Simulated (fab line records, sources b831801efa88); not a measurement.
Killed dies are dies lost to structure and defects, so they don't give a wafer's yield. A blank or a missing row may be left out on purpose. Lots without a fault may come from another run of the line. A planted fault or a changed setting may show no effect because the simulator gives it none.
Chamber matching | flow gf180mcu | GF_CONTACT_CMP_04 on cmp-01: 4 sister chambers
The step polishes SiO2. 22 wafers are shown with their chamber, then 11 later ones without.

WAFERS WITH THEIR CHAMBER
wafer  | chamber | motor_current_A (A) | time_to_endpoint_s (s)
L225.1 | 2       | 11.8                | 113
L225.5 | 3       | 12.1                | 111
L225.6 | 0       | 12.1                | 126
L226.1 | 1       | 12.8                | 109
L226.4 | 2       | 12.1                | 125
L226.6 | 1       | 12.9                | 110
L227.2 | 3       | 12.5                | 112
L227.5 | 0       | 12.3                | 127
L227.6 | 1       | 12.6                | 114
L228.1 | 2       | 11.8                | 109
L228.2 | 3       | 12.8                | 101
L228.3 | 0       | 11.7                | 117
L229.1 | 0       | 11.7                | 112
L229.4 | 3       | 12.3                | 115
L229.6 | 2       | 11.7                | 114
L231.1 | 1       | 12.7                | 101
L231.5 | 1       | 12.2                | 113
L231.6 | 2       | 12.7                | 117
L236.1 | 3       | 11.5                | 100
L236.4 | 2       | 11.7                | 116
L236.6 | 2       | 11.5                | 116
L240.1 | 1       | 12.9                | 111

SIGNATURES (means of the wafers above)
reading            | chamber 0 | chamber 1 | chamber 2 | chamber 3 | scatter within a chamber
motor_current_A    | 11.950    | 12.683    | 11.900    | 12.240    | 0.373
time_to_endpoint_s | 120.50    | 109.67    | 115.71    | 107.80    | 5.75
Rule: a wafer's distance from a chamber is the root of the sum, over the readings, of the square of ((its reading less the chamber's mean) divided by the reading's scatter). The wafer belongs to the nearest chamber; if the next one is less than 2 further off, it can't be placed. The scatter: the root of (the sum of the squares of (reading less its chamber's mean) over the shown wafers, divided by (wafers less chambers)).

WAFERS WITHOUT THEIR CHAMBER
wafer  | motor_current_A (A) | time_to_endpoint_s (s)
L240.5 | 12.2                | 121
L240.6 | 11.5                | 123
L242.1 | 11.9                | 117
L242.3 | 12.2                | 107
L242.6 | 13.1                | 107
L241.2 | 12.0                | 119
L241.5 | 12.4                | 116
L241.6 | 11.7                | 127
L243.3 | 12.5                | 109
L243.5 | 11.8                | 114
L243.6 | 13.6                | 111

WHICH CHAMBER EACH WENT THROUGH
wafer  | from the rows above               | in truth
L240.5 | can't be placed: 0 or 2 or 3 or 1 | 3
L240.6 | can't be placed: 0 or 2           | 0
L242.1 | can't be placed: 2 or 0 or 3      | 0
L242.3 | can't be placed: 3 or 1 or 2      | 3
L242.6 | can't be placed: 1 or 3           | 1
L241.2 | can't be placed: 0 or 2 or 3      | 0
L241.5 | can't be placed: 1 or 2 or 0 or 3 | 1
L241.6 | can't be placed: 0 or 2           | 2
L243.3 | can't be placed: 1 or 3 or 2 or 0 | 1
L243.5 | can't be placed: 2 or 0 or 3      | 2
L243.6 | can't be placed: 1 or 3           | 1
Placed correctly: 0 of 11. Can't be placed from these rows: 11 (the true chamber is among the candidates in 11). Placed wrongly: 0.
